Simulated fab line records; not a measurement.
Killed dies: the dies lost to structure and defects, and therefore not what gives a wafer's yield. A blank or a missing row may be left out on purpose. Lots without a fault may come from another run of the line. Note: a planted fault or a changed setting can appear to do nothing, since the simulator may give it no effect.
fab line records	flow sky130
record: lots: 6	wafers: 18	lastDay: 49
route steps=708 shown METAL4@627 VIA4@639 PAD_OPEN@708
lots untouched by any fault: they come from a run of this same line in which no faults occurred
startH: the number of hours between the record's first day and the start of the first shown wafer of the lot	waitH: how many hours have passed since the lot's step before this one	" same as the row above	L1.1+2: one row covering several wafers at once	- value missing, or start not given	* or withheld: withheld	< > ~ a bound
route shown NAME@n: a module of which the file shows steps, and the number in the route of the first	usual: mean/standard deviation taken from wafers without a fault	same: alike in all rows	chamber/n: place in a boat	sites: readings site by site	_std_site: the values' standard deviation	_edge_site: outer sites' mean less inner sites'	radiusMm: for every site, how far away it sits from the centre of the wafer	mask NAME#n: copy n	behind: the last tool/chamber to shape the wafer	hold: what put the lot on hold/how long, in hours/how the hold closed	device: names the non-switching transistor (n, p or np)	end of line: tests of these same wafers at the route's end	for a step that has no rows: nothing shown but its recipe	killed: not the wafer's yield, but the dies lost to structure and defects at the first sort	map: a wafer's dies, marking killed ones x, the rest . and places with no die _
set.NAME: setting as actually run; set.NAME@STEP: the setting as run at that earlier step	model.NAME: the simulator's own value behind a step, which no gauge read
certain route steps with their lots: each step a table, each wafer a row
services: a tool's chamber out of use, with start hour (startH, from the record's first day; less than 0 if before it), hours out, and reason
== steps ==
step: SKY_METAL4_PEB_11
recipe: pebTempC: withheld	pebTimeS: withheld	resist: KrF-thick
step: SKY_METAL4_DEVELOP_12
recipe: developTimeS: 60	resist: KrF-thick	devTempC: 21
step: SKY_METAL4_CD_MEAS_13
recipe: targetCdNm: 300
usual: cdNm: 300.0/1.5
lot.wafer	tool	chamber	startH	waitH	cdNm
L595.3	cdSem-01	-	978.01	-	300.0
L595.4	"	-	"	"	300.9
L595.6	"	-	"	"	300.5
L604.1	cdSem-02	-	1041.88	-	302.1
L604.4	"	-	"	"	301.2
L604.6	"	-	"	"	303.6
L605.1	cdSem-01	-	1049.27	-	298.0
L605.3	"	-	"	"	298.6
L605.5	"	-	"	"	297.4
L608.1	cdSem-01	-	1064.53	-	301.8
L608.4	"	-	"	"	301.0
L608.6	"	-	"	"	300.4
L609.2	cdSem-02	-	1077.05	-	297.9
L609.5	"	-	"	"	298.7
L609.6	"	-	"	"	298.0
L612.2	cdSem-01	-	1093.25	-	299.0
L612.5	"	-	"	"	298.4
L612.6	"	-	"	"	299.3
step: SKY_METAL4_OVL_MEAS_14
usual: METAL4_OVL: 5/6.7
lot.wafer	tool	chamber	startH	waitH	METAL4_OVL[nm]
L595.3	overlay-01	-	978.13	0.1	-1
L595.4	"	-	"	"	0
L595.6	"	-	"	"	-4
L604.1	overlay-02	-	1042.00	0.1	13
L604.4	"	-	"	"	1
L604.6	"	-	"	"	3
L605.1	overlay-01	-	1049.39	0.1	3
L605.3	"	-	"	"	6
L605.5	"	-	"	"	-5
L608.1	overlay-01	-	1064.65	0.1	5
L608.4	"	-	"	"	3
L608.6	"	-	"	"	-1
L609.2	overlay-01	-	1077.16	0.1	8
L609.5	"	-	"	"	18
L609.6	"	-	"	"	14
L612.2	overlay-01	-	1093.36	0.1	-5
L612.5	"	-	"	"	1
L612.6	"	-	"	"	-3
step: SKY_METAL4_DESCUM_15
recipe: chemistry: O2	sourcePowerW: 150	biasPowerW: 0	pressureMtorr: 10	tempC: 40	timeS: 8
usual: drypumpMotorCurrentA: 5.8/0.42	oesProductAu: 1.005/0.0091
lot.wafer	tool	chamber	startH	waitH	drypumpMotorCurrentA	oesProductAu	rfHoursCounterH
L595.3	rieMetal-02	1	978.16	0.0	6.5	1.006	-
L595.4	"	0	"	"	5.8	1.014	-
L595.6	"	1	"	"	6.5	1.015	-
L604.1	rieMetal-02	1	1042.04	0.0	6.5	1.010	5
L604.4	"	0	"	"	5.8	1.002	-
L604.6	"	0	"	"	5.8	1.007	-
L605.1	rieMetal-04	0	1049.43	0.0	5.8	1.011	8
L605.3	"	0	"	"	5.7	1.018	-
L605.5	"	1	"	"	5.3	0.998	-
L608.1	rieMetal-02	0	1064.69	0.0	5.8	0.997	13
L608.4	"	0	"	"	5.8	0.997	-
L608.6	"	1	"	"	6.6	1.001	-
L609.2	rieMetal-03	0	1077.19	0.0	5.8	0.985	15
L609.5	"	1	"	"	5.1	0.982	-
L609.6	"	0	"	"	5.8	0.992	-
L612.2	rieMetal-02	1	1093.39	0.0	6.6	1.017	9
L612.5	"	0	"	"	5.8	1.013	-
L612.6	"	1	"	"	6.5	1.018	-
step: SKY_METAL4_ETCH_16
recipe: chemistry: N2/H2	target: BARC	ionEnergyEv: 200	biasW: 100	pressureMtorr: 30	n2FlowSccm: 100	h2FlowSccm: 200	icpW: 500	stopOn: SiO2	timeS: 88.2	targetDepthA: 600
usual: drypumpMotorCurrentA: 5.8/0.42	oesProductAu: 0.625/0.0048	throttleValvePct: 13.205/0.0082
lot.wafer	tool	chamber	startH	waitH	drypumpMotorCurrentA	oesProductAu	rfHoursCounterH	throttleValvePct
L595.3	rieMetal-02	1	978.22	0.0	6.6	0.627	-	13.192
L595.4	"	0	"	"	5.8	0.625	-	13.191
L595.6	"	1	"	"	6.5	0.625	-	13.201
L604.1	rieMetal-02	1	1042.07	0.0	6.5	0.622	5	13.202
L604.4	"	0	"	"	5.8	0.630	-	13.201
L604.6	"	0	"	"	5.8	0.619	-	13.210
L605.1	rieMetal-04	0	1049.46	0.0	5.8	0.627	8	13.185
L605.3	"	0	"	"	5.8	0.628	-	13.209
L605.5	"	1	"	"	5.4	0.627	-	13.204
L608.1	rieMetal-02	0	1064.72	0.0	5.8	0.633	13	13.199
L608.4	"	0	"	"	5.8	0.631	-	13.203
L608.6	"	1	"	"	6.5	0.627	-	13.215
L609.2	rieMetal-03	0	1077.22	0.0	5.8	0.635	15	13.199
L609.5	"	1	"	"	5.1	0.626	-	13.190
L609.6	"	0	"	"	5.8	0.620	-	13.210
L612.2	rieMetal-02	1	1093.42	0.0	6.5	0.626	9	13.201
L612.5	"	0	"	"	5.8	0.625	-	13.216
L612.6	"	1	"	"	6.6	0.625	-	13.198
step: SKY_METAL4_ETCH_17
recipe: target: SiO2	stopOn: TiN	chemistry: C4F8/O2/Ar	sourceW: 1500	biasW: 1200	pressureMtorr: 40	c4f8FlowSccm: withheld	O2_flow_sccm: 6	Ar_flow_sccm: 300	timeS: 3.9	targetDepthA: 150
step: SKY_METAL4_METAL_ETCH_18
recipe: targetDepthA: 8450	stopOn: SiO2	overEtchFrac: 0.3	timeS: 183.1	chemistry: Cl2/BCl3	resistSidewallDeg: 88	pressureMtorr: 10	icpW: 900	biasW: 48.5	Cl2_flow_sccm: 60	bcl3FlowSccm: 30
usual: drypumpMotorCurrentA: 5.7/0.47	oesProductAu: 0.867/0.0067	throttleValvePct: 22.264/0.0086
lot.wafer	tool	chamber	startH	waitH	drypumpMotorCurrentA	oesProductAu	rfHoursCounterH	throttleValvePct
L595.3	rieMetal-04	1	978.36	0.1	5.4	0.867	-	22.257
L595.4	"	0	"	"	5.8	0.875	-	22.259
L595.6	"	1	"	"	5.4	0.869	-	22.259
L604.1	rieMetal-03	0	1042.18	0.0	5.8	0.857	11	22.269
L604.4	"	0	"	"	5.7	0.859	-	22.262
L604.6	"	1	"	"	5.1	0.858	-	22.265
L605.1	rieMetal-02	0	1049.58	0.0	5.8	0.871	12	22.270
L605.3	"	1	"	"	6.5	0.874	-	22.259
L605.5	"	1	"	"	6.5	0.869	-	22.253
L608.1	rieMetal-04	1	1064.83	0.0	5.4	0.873	12	22.260
L608.4	"	1	"	"	5.4	0.873	-	22.280
L608.6	"	0	"	"	5.8	0.878	-	22.285
L609.2	rieMetal-02	1	1077.33	0.0	6.5	0.877	8	22.276
L609.5	"	0	"	"	5.8	0.874	-	22.266
L609.6	"	1	"	"	6.5	0.880	-	22.267
L612.2	rieMetal-03	0	1093.53	0.0	5.8	0.880	16	22.258
L612.5	"	0	"	"	5.8	0.874	-	22.275
L612.6	"	1	"	"	5.1	0.866	-	22.274
step: SKY_METAL4_STRIP_19
recipe: chemistry: O2/N2	powerW: 1400	pressureMtorr: 1500	platenTempC: withheld	o2FlowSccm: 3000	n2FlowSccm: 300	overashFraction: 0.5
usual: drypumpMotorCurrentA: 5.9/0.49	oesProductAu: 0.503/0.0061	stripTimeToEndpointS: 6.55/0.088
lot.wafer	tool	chamber	startH	waitH	drypumpMotorCurrentA	oesProductAu	rfHoursCounterH	stripTimeToEndpointS
L595.3	plasmaAsher-02	1	978.51	0.1	5.1	0.496	-	6.53
L595.4	"	0	"	"	6.6	0.506	-	6.45
L595.6	"	1	"	"	5.1	0.507	-	6.60
L604.1	plasmaAsher-01	0	1042.36	0.1	5.6	0.498	30	6.60
L604.4	"	1	"	"	5.7	0.508	-	6.60
L604.6	"	0	"	"	5.6	0.506	-	6.63
L605.1	plasmaAsher-03	0	1049.76	0.1	6.2	0.496	91	6.50
L605.3	"	0	"	"	6.2	0.502	-	6.55
L605.5	"	0	"	"	6.2	0.499	-	6.50
L608.1	plasmaAsher-03	1	1065.01	0.1	5.8	0.507	93	6.52
L608.4	"	0	"	"	6.2	0.499	-	6.55
L608.6	"	1	"	"	5.8	0.498	-	6.47
L609.2	plasmaAsher-02	1	1077.51	0.1	5.1	0.498	1	6.48
L609.5	"	0	"	"	6.6	0.507	-	6.54
L609.6	"	1	"	"	5.1	0.499	-	6.50
L612.2	plasmaAsher-02	0	1093.71	0.1	6.6	0.507	2	6.60
L612.5	"	1	"	"	5.1	0.510	-	6.62
L612.6	"	0	"	"	6.6	0.506	-	6.77
step: SKY_METAL4_STRIP_20
recipe: chemistry: postEtchResidueRemover	timeS: 1200	tempC: 72.5
step: SKY_METAL4_CLEAN_21
recipe: chemistry: IPA	timeS: 180	tempC: 25
step: SKY_METAL4_CLEAN_22
recipe: chemistry: O3/DIW	dry: n2Spin
step: SKY_VIA4_HDPCVD_00
recipe: material: SiO2	targetThkNm: 1750	sigmaOpenFrac: 0.3	timeS: 291.7	tempC: 400	sih4FlowSccm: 60	pressureMtorr: 6
usual: runLengthS: 319.0/0.48
lot.wafer	tool	chamber	startH	waitH	runLengthS	model.SiO2_of_VIA4_HDPCVD_00.thkNm
L595.3	hdpcvd-01	0	979.08	0.0	319.0	1730
L595.4	"	2	"	"	319.8	1740
L595.6	"	1	"	"	318.5	1762
L604.1	hdpcvd-01	2	1042.99	0.0	272.9	1462
L604.4	"	0	"	"	272.5	1439
L604.6	"	1	"	"	319.0	1750
L605.1	hdpcvd-01	2	1050.38	0.0	272.7	1453
L605.3	"	1	"	"	319.4	1751
L605.5	"	2	"	"	319.5	1751
L608.1	hdpcvd-02	0	1065.60	0.0	318.5	1766
L608.4	"	2	"	"	319.0	1772
L608.6	"	1	"	"	318.7	1747
L609.2	hdpcvd-02	2	1078.10	0.0	319.5	1768
L609.5	"	1	"	"	318.9	1760
L609.6	"	0	"	"	318.4	1766
L612.2	hdpcvd-02	0	1094.32	0.0	318.3	1752
L612.5	"	0	"	"	318.5	1765
L612.6	"	1	"	"	319.5	1743
step: SKY_VIA4_THK_MEAS_01
recipe: reads: SiO2_of_VIA4_HDPCVD_00
usual: VIA4_HDPCVD_THK: 1747/17
lot.wafer	tool	chamber	startH	waitH	VIA4_HDPCVD_THK[nm]
L595.3	filmMetro-04	-	979.27	0.1	1729
L595.4	"	-	"	"	1740
L595.6	"	-	"	"	1762
L604.1	filmMetro-03	-	1043.16	0.1	1461
L604.4	"	-	"	"	1438
L604.6	"	-	"	"	1750
L605.1	filmMetro-01	-	1050.56	0.1	1453
L605.3	"	-	"	"	1751
L605.5	"	-	"	"	1749
L608.1	filmMetro-04	-	1065.78	0.1	1766
L608.4	"	-	"	"	1771
L608.6	"	-	"	"	1746
L609.2	filmMetro-01	-	1078.29	0.1	1768
L609.5	"	-	"	"	1758
L609.6	"	-	"	"	1767
L612.2	filmMetro-01	-	1094.51	0.1	1751
L612.5	"	-	"	"	1763
L612.6	"	-	"	"	1743
step: SKY_VIA4_CMP_02
recipe: material: SiO2	downForcePsi: 4	platenRpm: 60	padVelocityMS: 0.94248
usual: motorCurrentA: 11.9/0.79
lot.wafer	tool	chamber	startH	waitH	motorCurrentA
L595.3	cmp-01	2	979.31	0.0	12.2
L595.4	"	3	"	"	11.9
L595.6	"	3	"	"	11.6
L604.4	cmp-01	2	1043.32	0.1	12.2
L604.1	"	3	"	"	12.6
L604.6	"	1	"	"	11.8
L605.3	cmp-01	1	1050.76	0.2	11.4
L605.1	"	0	"	"	13.0
L605.5	"	1	"	"	11.3
L608.1	cmp-02	2	1065.84	0.1	12.0
L608.4	"	3	"	"	10.3
L608.6	"	2	"	"	11.6
L609.2	cmp-02	2	1078.44	0.1	11.4
L609.6	"	0	"	"	12.1
L609.5	"	1	"	"	12.0
L612.2	cmp-02	0	1095.22	0.7	12.5
L612.5	"	0	"	"	11.7
L612.6	"	1	"	"	11.1
step: SKY_PAD_OPEN_PROBE_99
usual: defectLimitedYield: 82.7/1.9	killed_at_M0_to_M3: 43/7.3	killed_at_M4_up: 3.1/1.7	killedAtContacts: 25/5.3	killedAtFrontEnd: 14/4.1	killedAtOther: 0.3/0.56	killedDies: 85/9.4	killedOpen: 46/7.4	killedShort: 38/5.8	sort_bin_3_pad_short: 0.8/0.4	sort_bin_5_function: 10.2/1.5	sort_bin_6_memory: 6.2/1.2	sortNPass: 407/9.4	sortYieldPct: 82.7/1.9
same: grossDies: 492	killedAtBackSide: 0	sort_bin_4_leakage[%]: 0	sort_bin_8_speed[%]: 0
lot.wafer	tool	chamber	startH	waitH	defectLimitedYield[%]	killed_at_M0_to_M3	killed_at_M4_up	killedAtContacts	killedAtFrontEnd	killedAtOther	killedDies	killedOpen	killedShort	sort_bin_3_pad_short[%]	sort_bin_5_function[%]	sort_bin_6_memory[%]	sortNPass	sortYieldPct[%]
L605.1	prober-01	-	1138.61	0.1	84.1	40	1	23	13	1	78	44	33	0.4	8.9	6.5	414	84.1
L605.3	prober-01	-	1138.71	0.2	78.7	54	4	32	14	1	105	62	42	0.6	15.7	5.1	387	78.7
L605.5	prober-01	-	1138.81	0.2	81.3	42	1	30	19	0	92	53	37	1.4	10.4	6.9	400	81.3
L612.2	prober-02	-	1175.80	0.1	85.2	33	4	26	10	0	73	43	30	0	9.1	5.7	419	85.2
L612.5	prober-02	-	1175.95	0.2	82.3	42	4	26	13	2	87	38	49	0.8	10.8	6.1	405	82.3
L612.6	prober-02	-	1176.00	0.2	82.7	46	6	22	10	1	85	42	43	0.8	8.1	8.3	407	82.7
killed by level:class
L605.1 VIA3:geometricParticle:open=10 CONTACT:geometricParticle:open=8 LI_CONTACT:geometricParticle:open=7 VIA1:geometricParticle:open=6 VIA2:geometricParticle:open=6 VIA1:geometricParticle:short=5 FIELD_ISO:geometricParticle:short=4 POLY_GATE:geometricParticle:open=4
L605.3 CONTACT:geometricParticle:open=13 VIA1:geometricParticle:open=13 VIA3:geometricParticle:open=11 VIA2:geometricParticle:open=9 LI_CONTACT:geometricParticle:open=8 CONTACT:geometricParticle:short=6 VIA1:geometricParticle:short=5 FIELD_ISO:geometricParticle:short=4
L605.5 CONTACT:geometricParticle:open=13 VIA1:geometricParticle:open=11 METAL1:geometricParticle:short=9 FIELD_ISO:geometricParticle:open=7 LI_CONTACT:geometricParticle:open=7 FIELD_ISO:geometricParticle:short=4 LOCAL_INTERCONNECT:geometricParticle:short=4 VIA1:geometricParticle:short=4
L612.2 LOCAL_INTERCONNECT:geometricParticle:short=9 VIA2:geometricParticle:open=9 VIA1:geometricParticle:open=8 CONTACT:geometricParticle:open=8 VIA3:geometricParticle:open=7 LI_CONTACT:geometricParticle:open=6 POLY_GATE:geometricParticle:short=3 CONTACT:geometricParticle:short=3
L612.5 CONTACT:geometricParticle:short=10 CONTACT:geometricParticle:open=10 METAL2:geometricParticle:short=10 VIA1:geometricParticle:open=7 VIA2:geometricParticle:open=7 FIELD_ISO:geometricParticle:short=6 VIA3:geometricParticle:open=6 METAL1:geometricParticle:short=5
L612.6 VIA1:geometricParticle:open=11 CONTACT:geometricParticle:short=9 VIA2:geometricParticle:open=7 METAL2:geometricParticle:short=6 CONTACT:geometricParticle:open=5 VIA2:geometricParticle:short=5 METAL4:geometricParticle:short=5 POLY_GATE:geometricParticle:open=4
== services ==
tool	chamber	startH	hours	kind
rieMetal-03	-	959.00	2.8	pm
hdpcvd-02	0	965.25	-	clean
hdpcvd-02	1	965.25	-	clean
hdpcvd-02	2	965.25	-	clean
rieMetal-04	-	980.25	7.6	repair
plasmaAsher-02	-	984.57	0.7	repair
cmp-01	-	1017.35	0.9	repair
rieMetal-02	-	1019.13	0.2	repair
plasmaAsher-01	-	1024.29	0.7	repair
hdpcvd-01	-	1026.13	0.9	repair
plasmaAsher-03	-	1031.97	15.8	pm
plasmaAsher-02	-	1046.20	15.6	pm
cmp-01	-	1052.90	5.4	repair
rieMetal-03	1	1055.00	-	clean
rieMetal-03	1	1055.00	14.1	scheduledDown
rieMetal-03	1	1055.00	14.1	ventCycle
rieMetal-04	-	1059.47	2.4	repair
plasmaAsher-02	-	1061.80	9.0	pm
plasmaAsher-02	0	1061.80	9.0	ventCycle
plasmaAsher-02	1	1061.80	9.0	ventCycle
plasmaAsher-02	0	1070.80	-	clean
plasmaAsher-02	1	1070.80	-	clean
cmp-01	-	1084.11	4.0	pm
cmp-01	-	1093.94	9.8	pm
== key ==
firstSign: step: SKY_VIA4_HDPCVD_00	reading: runLengthS	direction: down	sigmas: 96	usual: *	struck: *
effect: step: SKY_VIA4_THK_MEAS_01	reading: VIA4_HDPCVD_THK	direction: down	sigmas: 18	usual: 1747	struck: 1451
modelEffect: step: SKY_VIA4_HDPCVD_00	value: SiO2_of_VIA4_HDPCVD_00.thkNm	without: 1732	struck: 1451
metAt SKY_VIA4_HDPCVD_00
struckWafers L604.1,L604.4,L605.1
onsetBetween 979.08 1042.99
fault: kind: processParameterDrift	tool: hdpcvd-01	chamber: -	onsetH: 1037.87	steps: SKY_VIA4_HDPCVD_00	channel: timeS	offset: *	shape: step	endH: 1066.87	scope: struckWafersOnly	actsIn: *	stated: *
